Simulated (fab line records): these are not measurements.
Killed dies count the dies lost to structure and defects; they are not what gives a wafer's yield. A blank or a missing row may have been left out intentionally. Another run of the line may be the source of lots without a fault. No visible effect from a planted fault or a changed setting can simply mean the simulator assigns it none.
fab line records -- flow gf180mcu
record lots=14, wafers=42, lastDay=34
route steps=602 shown V3@451 M4@460 V4@478
lots untouched by any fault: they come from a run of this same line in which no faults occurred
startH: start of the lot's first displayed wafer, in hours after the record's first day -- waitH: time in hours since the lot's previous step -- " repeats the value in the row above -- L1.1+2: a row that stands for several wafers -- - no value present, or no start provided -- * or withheld: withheld -- < > ~ a bound
route shown NAME@n: names a module that has steps shown in the file, with the first one's number in the route -- usual: mean and standard deviation over wafers with no fault -- same: alike in all rows -- chamber/n: place in a boat -- sites: each site's reading -- _std_site: how widely they spread, as a standard deviation -- _edge_site: mean of outer sites minus mean of inner sites -- radiusMm: how far each site lies from the wafer's centre -- mask NAME#n: copy n -- behind: the most recent tool/chamber to have shaped the wafer -- hold: cause of the lot's hold/its duration in hours/its outcome -- device: the n, p or np transistor that did not switch -- end of line: the same wafers' tests at the end of the route -- a step without rows: its recipe alone -- killed: dies that structure and defects cost at the first sort, which is not the same as the wafer's yield -- map: the dies of a wafer, with x for killed, . for not killed, _ for no die there
set.NAME: the setting that was run; set.NAME@STEP: the one run at that earlier step -- model.NAME: the simulator's own value behind a step, which no gauge read
one table for each step of the route and one row for each wafer, over a sample of lots
services: when a tool's chamber went out of use (startH, in hours from the record's first day, below 0 if earlier), for how many hours, and the reason
## steps
# step GF_V3_SPUTTER_22
# recipe material=TiN, targetThkNm=10, chamberPressurePa=5, powerW=4000, timeS=40
# usual throttleValvePct=30.0/0.94
lot.wafer,tool,chamber,startH,waitH,throttleValvePct
L264.4,pvdSputter-04,-,512.64,0.0,28.6
L264.5,pvdSputter-04,-,512.64,0.0,28.6
L264.6,pvdSputter-04,-,512.64,0.0,31.0
L265.3,pvdSputter-04,-,523.04,0.0,30.4
L265.5,pvdSputter-04,-,523.04,0.0,31.1
L265.6,pvdSputter-04,-,523.04,0.0,29.3
L267.1,pvdSputter-01,-,549.57,0.0,31.8
L267.2,pvdSputter-01,-,549.57,0.0,30.5
L267.3,pvdSputter-01,-,549.57,0.0,31.8
L266.4,pvdSputter-02,-,555.56,0.0,29.9
L266.5,pvdSputter-02,-,555.56,0.0,30.9
L266.6,pvdSputter-02,-,555.56,0.0,29.8
L268.2,pvdSputter-04,-,569.48,0.0,30.1
L268.4,pvdSputter-04,-,569.48,0.0,29.4
L268.5,pvdSputter-04,-,569.48,0.0,31.1
L269.1,pvdSputter-02,-,581.62,0.0,30.2
L269.3,pvdSputter-02,-,581.62,0.0,29.9
L269.4,pvdSputter-02,-,581.62,0.0,29.3
L271.2,pvdSputter-04,-,591.13,0.0,29.2
L271.4,pvdSputter-04,-,591.13,0.0,31.1
L271.5,pvdSputter-04,-,591.13,0.0,29.3
L270.1,pvdSputter-04,-,594.05,0.0,29.3
L270.4,pvdSputter-04,-,594.05,0.0,31.0
L270.6,pvdSputter-04,-,594.05,0.0,29.2
L279.2,pvdSputter-04,-,649.11,0.0,30.8
L279.4,pvdSputter-04,-,649.11,0.0,28.5
L279.6,pvdSputter-04,-,649.11,0.0,31.0
L281.1,pvdSputter-04,-,657.68,0.0,30.2
L281.4,pvdSputter-04,-,657.68,0.0,28.2
L281.5,pvdSputter-04,-,657.68,0.0,28.7
L282.4,pvdSputter-02,-,664.48,0.0,30.7
L282.5,pvdSputter-02,-,664.48,0.0,30.0
L282.6,pvdSputter-02,-,664.48,0.0,29.0
L284.1,pvdSputter-02,-,674.52,0.0,30.7
L284.4,pvdSputter-02,-,674.52,0.0,30.2
L284.6,pvdSputter-02,-,674.52,0.0,30.6
L285.2,pvdSputter-02,-,680.77,0.0,30.7
L285.4,pvdSputter-02,-,680.77,0.0,29.9
L285.6,pvdSputter-02,-,680.77,0.0,29.9
L286.1,pvdSputter-02,-,687.44,0.0,30.6
L286.2,pvdSputter-02,-,687.44,0.0,30.1
L286.5,pvdSputter-02,-,687.44,0.0,29.4
# step GF_M4_SPUTTER_04
# recipe material=TiN, targetThkNm=50, powerW=6500, timeS=41.7, chamberPressurePa=0.4
# usual throttleValvePct=30.2/1.1
lot.wafer,tool,chamber,startH,waitH,throttleValvePct
L264.4,pvdSputter-01,-,513.45,0.0,31.7
L264.5,pvdSputter-01,-,513.45,0.0,30.5
L264.6,pvdSputter-01,-,513.45,0.0,31.6
L265.3,pvdSputter-01,-,523.86,0.0,31.9
L265.5,pvdSputter-01,-,523.86,0.0,31.7
L265.6,pvdSputter-01,-,523.86,0.0,30.6
L267.1,pvdSputter-04,-,550.39,0.0,30.2
L267.2,pvdSputter-04,-,550.39,0.0,29.1
L267.3,pvdSputter-04,-,550.39,0.0,30.8
L266.4,pvdSputter-03,-,556.37,0.0,31.4
L266.5,pvdSputter-03,-,556.37,0.0,29.1
L266.6,pvdSputter-03,-,556.37,0.0,31.3
L268.2,pvdSputter-01,-,570.29,0.0,29.3
L268.4,pvdSputter-01,-,570.29,0.0,30.6
L268.5,pvdSputter-01,-,570.29,0.0,31.8
L269.1,pvdSputter-03,-,582.44,0.0,29.8
L269.3,pvdSputter-03,-,582.44,0.0,29.1
L269.4,pvdSputter-03,-,582.44,0.0,31.5
L271.2,pvdSputter-03,-,591.94,0.0,31.3
L271.4,pvdSputter-03,-,591.94,0.0,29.6
L271.5,pvdSputter-03,-,591.94,0.0,29.4
L270.1,pvdSputter-04,-,594.86,0.0,30.2
L270.4,pvdSputter-04,-,594.86,0.0,28.7
L270.6,pvdSputter-04,-,594.86,0.0,30.2
L279.2,pvdSputter-03,-,649.92,0.0,29.1
L279.4,pvdSputter-03,-,649.92,0.0,29.3
L279.6,pvdSputter-03,-,649.92,0.0,29.7
L281.1,pvdSputter-04,-,658.49,0.0,29.0
L281.4,pvdSputter-04,-,658.49,0.0,28.5
L281.5,pvdSputter-04,-,658.49,0.0,29.9
L282.4,pvdSputter-03,-,665.29,0.0,29.4
L282.5,pvdSputter-03,-,665.29,0.0,29.2
L282.6,pvdSputter-03,-,665.29,0.0,29.7
L284.1,pvdSputter-01,-,675.33,0.0,31.9
L284.4,pvdSputter-01,-,675.33,0.0,32.0
L284.6,pvdSputter-01,-,675.33,0.0,32.0
L285.2,pvdSputter-01,-,681.58,0.0,29.2
L285.4,pvdSputter-01,-,681.58,0.0,31.7
L285.6,pvdSputter-01,-,681.58,0.0,31.5
L286.1,pvdSputter-04,-,688.25,0.0,30.1
L286.2,pvdSputter-04,-,688.25,0.0,28.8
L286.5,pvdSputter-04,-,688.25,0.0,29.9
# step GF_V4_CVD_02
# recipe material=SiO2, targetThkNm=850, precursor=TEOS, tempC=400, timeS=94.851, rfW=600
# usual heaterPowerW=625/88
lot.wafer,tool,chamber,startH,waitH,heaterPowerW
L264.4,pecvd-03,0,537.72,0.1,474
L264.5,pecvd-03,0,537.72,0.1,535
L264.6,pecvd-03,2,537.72,0.1,693
L265.3,pecvd-03,0,547.71,0.0,589
L265.5,pecvd-03,0,547.71,0.0,476
L265.6,pecvd-03,2,547.71,0.0,765
L267.1,pecvd-03,1,573.16,0.1,717
L267.2,pecvd-03,0,573.16,0.1,507
L267.3,pecvd-03,2,573.16,0.1,680
L266.4,pecvd-03,2,579.40,0.1,775
L266.5,pecvd-03,0,579.40,0.1,624
L266.6,pecvd-03,1,579.40,0.1,704
L268.2,pecvd-03,2,592.17,0.0,745
L268.4,pecvd-03,2,592.17,0.0,612
L268.5,pecvd-03,1,592.17,0.0,679
L269.1,pecvd-03,1,604.24,0.1,598
L269.3,pecvd-03,2,604.24,0.1,674
L269.4,pecvd-03,1,604.24,0.1,683
L271.2,pecvd-04,1,613.93,0.0,623
L271.4,pecvd-04,0,613.93,0.0,682
L271.5,pecvd-04,1,613.93,0.0,475
L270.1,pecvd-03,0,616.65,0.1,593
L270.4,pecvd-03,1,616.65,0.1,589
L270.6,pecvd-03,2,616.65,0.1,724
L279.2,pecvd-04,2,670.67,0.0,571
L279.4,pecvd-04,0,670.67,0.0,673
L279.6,pecvd-04,2,670.67,0.0,591
L281.1,pecvd-01,1,678.16,0.1,537
L281.4,pecvd-01,1,678.16,0.1,439
L281.5,pecvd-01,2,678.16,0.1,616
L282.4,pecvd-03,2,684.53,0.1,749
L282.5,pecvd-03,0,684.53,0.1,566
L282.6,pecvd-03,1,684.53,0.1,719
L284.1,pecvd-03,2,694.61,0.1,749
L284.4,pecvd-03,2,694.61,0.1,629
L284.6,pecvd-03,1,694.61,0.1,714
L285.2,pecvd-04,1,701.20,0.0,613
L285.4,pecvd-04,2,701.20,0.0,603
L285.6,pecvd-04,0,701.20,0.0,560
L286.1,pecvd-03,0,706.80,0.1,560
L286.2,pecvd-03,1,706.80,0.1,703
L286.5,pecvd-03,0,706.80,0.1,584
# step GF_V4_CMP_04
# recipe material=SiO2, downForcePsi=4, platenRpm=60, padVelocityMS=0.94248
# usual motorCurrentA=12.2/1.2, timeToEndpointS=80/4.5
lot.wafer,tool,chamber,startH,waitH,motorCurrentA,timeToEndpointS
L264.4,cmp-02,0,537.95,0.1,11.3,77
L264.5,cmp-02,2,537.95,0.1,12.9,84
L264.6,cmp-02,3,537.95,0.1,12.8,79
L265.3,cmp-02,0,547.84,0.0,11.4,84
L265.5,cmp-02,0,547.84,0.0,11.1,83
L265.6,cmp-02,1,547.84,0.0,14.3,87
L267.3,cmp-02,3,573.43,0.2,12.4,79
L267.2,cmp-02,0,573.43,0.2,11.0,78
L267.1,cmp-02,2,573.43,0.2,12.7,84
L266.4,cmp-02,3,579.50,0.0,12.7,76
L266.6,cmp-02,3,579.50,0.0,12.6,78
L266.5,cmp-02,0,579.50,0.0,11.4,79
L268.2,cmp-02,2,592.35,0.1,13.2,86
L268.4,cmp-02,0,592.35,0.1,11.1,86
L268.5,cmp-02,2,592.35,0.1,12.2,91
L269.3,cmp-02,2,604.42,0.1,11.9,21
L269.4,cmp-02,3,604.42,0.1,12.5,22
L269.1,cmp-02,1,604.42,0.1,13.8,85
L271.4,cmp-02,2,614.11,0.1,12.1,31
L271.2,cmp-02,0,614.11,0.1,10.2,80
L271.5,cmp-02,2,614.11,0.1,12.2,87
L270.4,cmp-01,1,616.88,0.1,12.2,85
L270.1,cmp-01,2,616.88,0.1,10.7,78
L270.6,cmp-01,3,616.88,0.1,10.9,87
L279.2,cmp-01,3,670.85,0.1,11.4,78
L279.4,cmp-01,1,670.85,0.1,12.5,77
L279.6,cmp-01,3,670.85,0.1,10.6,81
L281.4,cmp-02,0,678.39,0.1,10.8,79
L281.1,cmp-02,1,678.39,0.1,14.3,70
L281.5,cmp-02,3,678.39,0.1,12.3,75
L282.4,cmp-01,2,684.78,0.2,10.2,79
L282.5,cmp-01,3,684.78,0.2,10.9,84
L282.6,cmp-01,0,684.78,0.2,12.7,81
L284.4,cmp-01,1,694.74,0.0,11.9,82
L284.1,cmp-01,0,694.74,0.0,12.7,81
L284.6,cmp-01,2,694.74,0.0,10.9,87
L285.2,cmp-02,2,701.93,0.6,12.3,81
L285.4,cmp-02,3,701.93,0.6,12.5,80
L285.6,cmp-02,3,701.93,0.6,12.5,78
L286.1,cmp-01,2,706.98,0.1,11.5,79
L286.2,cmp-01,0,706.98,0.1,12.6,81
L286.5,cmp-01,1,706.98,0.1,11.8,84
# step GF_V4_ETCH_17
# recipe chemistry=C4F8/O2/Ar, maskMaterial=KrF, target=SiO2, stopOn=TiN, sourceW=1500, biasW=1200, pressureMtorr=40, c4f8FlowSccm=withheld, O2_flow_sccm=6, Ar_flow_sccm=300, timeS=withheld, targetDepthA=6300
# usual oesProductAu=0.856/0.004
lot.wafer,tool,chamber,startH,waitH,oesProductAu
L264.4,rieDiel-04,3,-,-,0.863
L264.5,rieDiel-04,1,-,-,0.863
L264.6,rieDiel-04,2,-,-,0.848
L265.3,rieDiel-04,3,-,-,0.856
L265.5,rieDiel-04,1,-,-,0.860
L265.6,rieDiel-04,0,-,-,0.852
L267.1,rieDiel-04,3,-,-,0.850
L267.2,rieDiel-04,2,-,-,0.859
L267.3,rieDiel-04,1,-,-,0.853
L266.4,rieDiel-03,2,-,-,0.858
L266.5,rieDiel-03,3,-,-,0.852
L266.6,rieDiel-03,2,-,-,0.851
L268.2,rieDiel-03,1,-,-,0.859
L268.4,rieDiel-03,2,-,-,0.853
L268.5,rieDiel-03,0,-,-,0.857
L269.1,rieDiel-04,0,-,-,0.853
L269.3,rieDiel-04,2,-,-,0.977
L269.4,rieDiel-04,1,-,-,0.973
L271.2,rieDiel-03,3,-,-,0.855
L271.4,rieDiel-03,2,-,-,0.973
L271.5,rieDiel-03,2,-,-,0.850
L270.1,rieDiel-03,2,-,-,0.847
L270.4,rieDiel-03,0,-,-,0.854
L270.6,rieDiel-03,3,-,-,0.856
L279.2,rieDiel-04,2,-,-,0.854
L279.4,rieDiel-04,3,-,-,0.855
L279.6,rieDiel-04,1,-,-,0.860
L281.1,rieDiel-04,0,-,-,0.859
L281.4,rieDiel-04,1,-,-,0.856
L281.5,rieDiel-04,1,-,-,0.857
L282.4,rieDiel-01,3,-,-,0.854
L282.5,rieDiel-01,3,-,-,0.856
L282.6,rieDiel-01,2,-,-,0.861
L284.1,rieDiel-04,2,-,-,0.860
L284.4,rieDiel-04,3,-,-,0.857
L284.6,rieDiel-04,0,-,-,0.850
L285.2,rieDiel-01,2,-,-,0.853
L285.4,rieDiel-01,3,-,-,0.858
L285.6,rieDiel-01,0,-,-,0.853
L286.1,rieDiel-04,3,-,-,0.851
L286.2,rieDiel-04,0,-,-,0.857
L286.5,rieDiel-04,1,-,-,0.852
## services
tool,chamber,startH,hours,kind
pvdSputter-04,-,518.63,1.4,repair
pecvd-03,1,536.03,8.1,repair
pvdSputter-03,-,536.65,5.2,repair
pecvd-04,-,539.65,14.6,pm
rieDiel-03,3,554.04,4.6,repair
pecvd-03,-,565.69,0.3,repair
cmp-01,-,572.00,4.0,pm
rieDiel-03,-,572.38,1.0,repair
cmp-01,-,575.52,11.9,repair
pvdSputter-01,-,584.88,11.2,repair
pecvd-04,-,591.12,14.0,pm
pvdSputter-03,-,598.22,2.1,repair
rieDiel-04,3,614.69,8.5,repair
cmp-01,-,629.68,1.1,repair
pvdSputter-01,-,637.10,4.1,repair
cmp-02,-,639.71,0.6,repair
rieDiel-04,0,641.07,2.5,repair
cmp-01,-,642.53,3.5,repair
rieDiel-04,2,678.93,2.7,repair
pvdSputter-03,-,683.86,2.6,repair
cmp-01,-,699.74,6.8,repair
pvdSputter-04,-,705.74,1.7,repair
pvdSputter-02,-,709.75,1.8,repair
rieDiel-04,2,725.39,39.6,repair
## key
firstSign step=GF_V4_CMP_04, reading=timeToEndpointS, direction=down, sigmas=12, usual=*, struck=*
effect step=GF_V4_ETCH_17, reading=oesProductAu, direction=up, sigmas=30, usual=0.856, struck=0.975
metAt GF_V4_CMP_04
struckLots L269,L271
struckWafers L269.3,L269.4,L271.4
sortLeftOut L269.3,L269.4,L271.4
notActingAt GF_V3_SPUTTER_22,GF_M4_SPUTTER_04,GF_V4_CVD_02
onsetBetween 592.35 604.42
fault kind=processParameterDrift, tool=cmp-02, chamber=-, onsetH=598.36, steps=GF_V4_CMP_04, channel=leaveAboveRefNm, offset=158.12, shape=step, endH=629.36, scope=struckWafersOnly, actsIn=theseRecipesOnly, stated=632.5
# sortLeftOut: the simulated sort isn't trusted on such a fault, so these wafers' sort isn't shown, and their yield isn't known
